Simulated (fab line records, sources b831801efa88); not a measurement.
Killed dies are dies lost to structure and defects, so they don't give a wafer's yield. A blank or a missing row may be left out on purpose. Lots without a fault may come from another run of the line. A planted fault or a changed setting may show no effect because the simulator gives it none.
A struck lot beside a sound one | flow sky130 | 15 steps out of a route of 708
Sound: wafers L588.4, L588.5, L588.6. Struck: wafers L603.2, L603.3, L603.4. The cause comes at the end.
At each step with rows: each side's tool, then ch and its chambers, then its first start. Under that, the readings that differ: sound wafers | struck wafers | difference of the means | sigmas: that difference in standard deviations of wafers without a fault.
alike: readings whose means differ by less than 2 such deviations, and words and numbers that are the same on both sides. not compared: withheld readings, readings that some wafer has no value for, bounds like >300 that may hide the same value, and numbers for which the record gives no deviation and whose values overlap.
The two part at a step that has a row with sigmas, a row that says differs or no value, or rows on one side only. Numbers that don't overlap but have no deviation are shown without sigmas and don't part them. A reading that every wafer of one side lacks parts them only if that side has two wafers or more.

first, 6 steps without rows for these wafers: SKY_METAL4_COAT_07 (resist thk 60 nm); SKY_METAL4_COAT_08 (resist thk 1140 nm); SKY_METAL4_SOFTBAKE_09 (time 90 s); SKY_METAL4_EXPOSE_10 (exposes mask MM4, target cd 300 nm); SKY_METAL4_PEB_11; SKY_METAL4_DEVELOP_12 (develop time 60 s).
SKY_METAL4_CD_MEAS_13: target cd 300 nm.
  sound on cd_sem-02, day 43 07:48; struck on cd_sem-01, day 47 07:46
  alike: cd_nm
SKY_METAL4_OVL_MEAS_14:
  sound on overlay-01, day 43 07:53; struck on overlay-01, day 47 07:52
  alike: METAL4_OVL
SKY_METAL4_DESCUM_15: chemistry O2, time 8 s.
  sound on rie_metal-02 ch 0, day 43 07:56; struck on rie_metal-04 ch 0,1, day 47 07:54
  alike: drypump_motor_current_A, oes_product_au
  not compared: rf_hours_counter_h
SKY_METAL4_ETCH_16: etches BARC in N2/H2, stops on SiO2, time 88.2 s, target depth 60 nm.
  sound on rie_metal-02 ch 0, day 43 08:04; struck on rie_metal-04 ch 0,1, day 47 07:56
  alike: drypump_motor_current_A, oes_product_au, throttle_valve_pct
  not compared: rf_hours_counter_h
SKY_METAL4_ETCH_17: etches SiO2 in C4F8/O2/Ar, stops on TiN, time 3.9 s, target depth 15 nm.
  sound on rie_diel-03 ch 1,2, day 43 08:10; struck on rie_diel-02 ch 0,1, day 47 08:02
  alike: oes_product_au
  not compared: rf_hours_counter_h
SKY_METAL4_METAL_ETCH_18: etches the open film in Cl2/BCl3, stops on SiO2, target depth 845 nm, time 183.1 s.
  sound on rie_metal-03 ch 0,1, day 43 08:14; struck on rie_metal-02 ch 0,1, day 47 08:03
  reading                     | sound       | struck      | difference | sigmas
  drypump_motor_current_A (A) | 4.8 4.8 5.7 | 6.3 6.3 6.0 | +1.1       | +2
  alike: oes_product_au, throttle_valve_pct
  not compared: rf_hours_counter_h
SKY_METAL4_STRIP_19: strips in O2/N2.
  sound on plasma_asher-01 ch 0,1, day 43 08:23; struck on plasma_asher-03 ch 0,1, day 47 08:13
  no value came back on the struck wafers for chamber_pressure_mTorr (mTorr), drypump_motor_current_A (A), oes_product_au (a.u.), strip_time_to_endpoint_s (s); on the sound wafers chamber_pressure_mTorr (mTorr) reads 1501.8 1500.3 1500.0
  reading                                       | sound | struck            | difference | sigmas
  model.KrF-thick_of_METAL4_COAT_08.thk_nm (nm) | 0 0 0 | 543.9 540.3 531.1 | +538.4     |
  not compared: rf_hours_counter_h
then, 1 step without rows for these wafers: SKY_METAL4_STRIP_20 (strips in post etch residue remover, time 1200 s).
-- the record jumps here: 3 days lie between the struck wafers' starts before and after (it left off in module METAL4 and takes up again in module PAD_OPEN, whose first step shown is number 708 of the route) --
SKY_PAD_OPEN_PROBE_99:
  sound on prober-02, day 47 03:34; struck on prober-01, day 50 11:13
  reading                  | sound          | struck         | difference | sigmas
  defect_limited_yield (%) | 82.5 82.9 83.5 | 0 0 0          | -83        | -44
  killed_at_M4_up          | 1 3 4          | 418 400 399    | +403       | +99 or more
  killed_dies              | 86 84 81       | 492 492 492    | +408       | +43
  killed_on_rim            | 15 19 14       | 96 96 96       | +80        | +22
  sort_bin_5_function (%)  | 11.4 7.3 10.4  | 95.1 92.3 91.7 | +83.3      | +60
  sort_n_pass              | 406 408 411    | 0 0 0          | -408       | -43
  sort_yield_pct (%)       | 82.5 82.9 83.5 | 0 0 0          | -83        | -44
  alike: killed_at_M0_to_M3, killed_at_contacts, killed_at_front_end, killed_at_other, killed_open, killed_short, sort_bin_3_pad_short, sort_bin_6_memory

WHERE THEY PART
First at SKY_METAL4_METAL_ETCH_18; last, within this record, at SKY_PAD_OPEN_PROBE_99.

WHY: what the simulator had put in
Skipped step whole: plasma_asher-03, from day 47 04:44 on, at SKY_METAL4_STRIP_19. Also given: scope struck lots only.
